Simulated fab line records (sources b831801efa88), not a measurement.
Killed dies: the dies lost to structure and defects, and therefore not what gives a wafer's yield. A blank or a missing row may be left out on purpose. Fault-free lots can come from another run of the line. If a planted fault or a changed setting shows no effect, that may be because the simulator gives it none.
Which tool is to blame? -- flow gf180mcu -- 30 wafers from 10 lots sampled at 5 of the route's 602 steps

WHAT THE GAUGES READ, wafer by wafer
GF_V1_RS_MEAS_24: measurement is done with a four-point probe.
lot,measured,on,V1_W_RS (ohm/sq)
L581,day 18 06:59,film_metro-01,0.330 0.329 0.327
L582,day 18 11:35,film_metro-04,0.328 0.332 0.333
L585,day 19 05:36,film_metro-04,0.323 0.325 0.326
L586,day 19 22:32,film_metro-04,0.317 0.331 0.321
L592,day 22 18:03,film_metro-03,0.215 0.218 0.325
L593,day 23 02:26,film_metro-04,0.217 0.324 0.323
L600,day 25 04:29,film_metro-04,0.321 0.322 0.331
L601,day 25 10:19,film_metro-04,0.322 0.327 0.327
L603,day 25 22:21,film_metro-01,0.323 0.328 0.325
L604,day 26 10:33,film_metro-01,0.326 0.318 0.325

GF_V1_THK_MEAS_25: measures by xrf.
lot,measured,on,V1_W_THK (nm)
L581,day 18 07:04,film_metro-01,356 362 360
L582,day 18 11:43,film_metro-04,355 354 351
L585,day 19 05:43,film_metro-04,363 359 357
L586,day 19 22:39,film_metro-04,369 357 363
L592,day 22 18:10,film_metro-03,532 530 353
L593,day 23 02:32,film_metro-04,548 363 362
L600,day 25 04:36,film_metro-04,366 365 355
L601,day 25 10:26,film_metro-04,366 360 358
L603,day 25 22:28,film_metro-01,364 353 359
L604,day 26 10:40,film_metro-01,358 367 361

WHICH TOOL RAN EACH LOT (tool, then ch and the chambers of the sampled wafers, then the start)
lot,GF_CONTACT_ETCH_16,GF_V1_SPUTTER_21,GF_V1_CVD_23
L581,"rie_diel-02 ch 1,2, day 16 05:25","pvd_sputter-02, day 18 06:43","cvd_w-01 ch 0,1, day 18 06:50"
L582,"rie_diel-03 ch 1,2, day 16 09:25","pvd_sputter-04, day 18 11:23","cvd_w-01 ch 0,1, day 18 11:29"
L585,"rie_diel-04 ch 1,2,3, day 17 02:19","pvd_sputter-02, day 19 05:23","cvd_w-01 ch 0,1, day 19 05:29"
L586,"rie_diel-02 ch 0,2,3, day 17 19:25","pvd_sputter-04, day 19 22:19","cvd_w-02 ch 0,1, day 19 22:25"
L592,"rie_diel-02 ch 0,1,3, day 20 15:09","pvd_sputter-03, day 22 17:50","cvd_w-02 ch 0,1, day 22 17:56"
L593,"rie_diel-04 ch 0,3, day 20 23:21","pvd_sputter-04, day 23 02:11","cvd_w-02 ch 0,1, day 23 02:19"
L600,"rie_diel-04 ch 0,1, day 23 04:58","pvd_sputter-04, day 25 04:16","cvd_w-01 ch 0,1, day 25 04:22"
L601,"rie_diel-04 ch 0,1, day 23 10:21","pvd_sputter-02, day 25 10:07","cvd_w-01 ch 0,1, day 25 10:13"
L603,"rie_diel-02 ch 0,1,3, day 24 00:53","pvd_sputter-04, day 25 22:07","cvd_w-01 ch 0,1, day 25 22:13"
L604,"rie_diel-04 ch 0,2, day 24 12:49","pvd_sputter-02, day 26 10:20","cvd_w-01 ch 0,1, day 26 10:26"
- GF_CONTACT_ETCH_16: etches BARC in N2/H2.
- GF_V1_SPUTTER_21: material Ti, target thk 15 nm, time 80.02 s.
- GF_V1_CVD_23: deposits W, target thk 350 nm, time 105.05 s.

WHAT THE TOOLS THEMSELVES READ (means of the sampled wafers that have a number; where no wafer has one, the mark that the record gives instead)
GF_CONTACT_ETCH_16.
lot,tool,drypump_motor_current_A (A),n2_flow_sccm (sccm),oes_product_au (a.u.),throttle_valve_pct (%)
L581,rie_diel-02,6.5,100.06,0.853,13.229
L582,rie_diel-03,5.4,99.81,0.855,13.233
L585,rie_diel-04,5.8,99.97,0.852,13.233
L586,rie_diel-02,5.9,100.18,0.851,13.223
L592,rie_diel-02,6.0,100.12,0.853,13.227
L593,rie_diel-04,5.8,100.06,0.846,13.226
L600,rie_diel-04,5.8,100.21,0.856,13.231
L601,rie_diel-04,5.8,99.98,0.856,13.229
L603,rie_diel-02,5.9,100.21,0.850,13.239
L604,rie_diel-04,6.1,100.11,0.855,13.221

GF_V1_SPUTTER_21.
lot,tool,throttle_valve_pct (%)
L581,pvd_sputter-02,30.9
L582,pvd_sputter-04,31.5
L585,pvd_sputter-02,30.9
L586,pvd_sputter-04,29.9
L592,pvd_sputter-03,31.2
L593,pvd_sputter-04,31.0
L600,pvd_sputter-04,29.8
L601,pvd_sputter-02,30.6
L603,pvd_sputter-04,30.6
L604,pvd_sputter-02,30.7

GF_V1_CVD_23.
lot,tool,heater_power_w (W)
L581,cvd_w-01,752
L582,cvd_w-01,757
L585,cvd_w-01,759
L586,cvd_w-02,883
L592,cvd_w-02,903
L593,cvd_w-02,893
L600,cvd_w-01,721
L601,cvd_w-01,767
L603,cvd_w-01,732
L604,cvd_w-01,772

THE ANSWER, worked out from the rows above alone
Rule: what is usual is taken from the lots themselves. The widest of any qualifying gaps counts: lots, ordered by their means at a reading, are off when they make up no more than a third of the lots, leave a main group of 4 or more, and stand apart from it by 3 or more times the standard deviation of that group's means. Not used: any main group whose means are identical at the precision the tables above print for the reading. A lot without any number at a reading at which 4 lots or more have one is off too. The other lots that the step has rows for count as sound. Order of review: gauges by route order, followed by the tools' own readings, for which a lot's mean as printed above is used. The first step at which some lot is off is used, and at that step the reading that is off furthest; a lot without a number counts as furthest.
Off: L592, L593, seen at GF_V1_RS_MEAS_24 (V1_W_RS). Main group: mean 0.326 ohm/sq, sd 0.0026.
If a tool, at a process step before that reading, ran all the lots that are off and no sound lot after the first of them, it fits. The gauges at GF_V1_RS_MEAS_24 aren't tried: what is off there is off at GF_V1_CVD_23 too, on other tools, and a gauge's error can't cause that. One candidate fits, namely cvd_w-02 at GF_V1_CVD_23. A fault onset in the window from L586 (day 19 22:25, its last sound lot) to L592 (day 22 17:56, its first lot off) fits.

WHAT THE SIMULATOR HAD PUT IN
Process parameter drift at GF_V1_CVD_23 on cvd_w-02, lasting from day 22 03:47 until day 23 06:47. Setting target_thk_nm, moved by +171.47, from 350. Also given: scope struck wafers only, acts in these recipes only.
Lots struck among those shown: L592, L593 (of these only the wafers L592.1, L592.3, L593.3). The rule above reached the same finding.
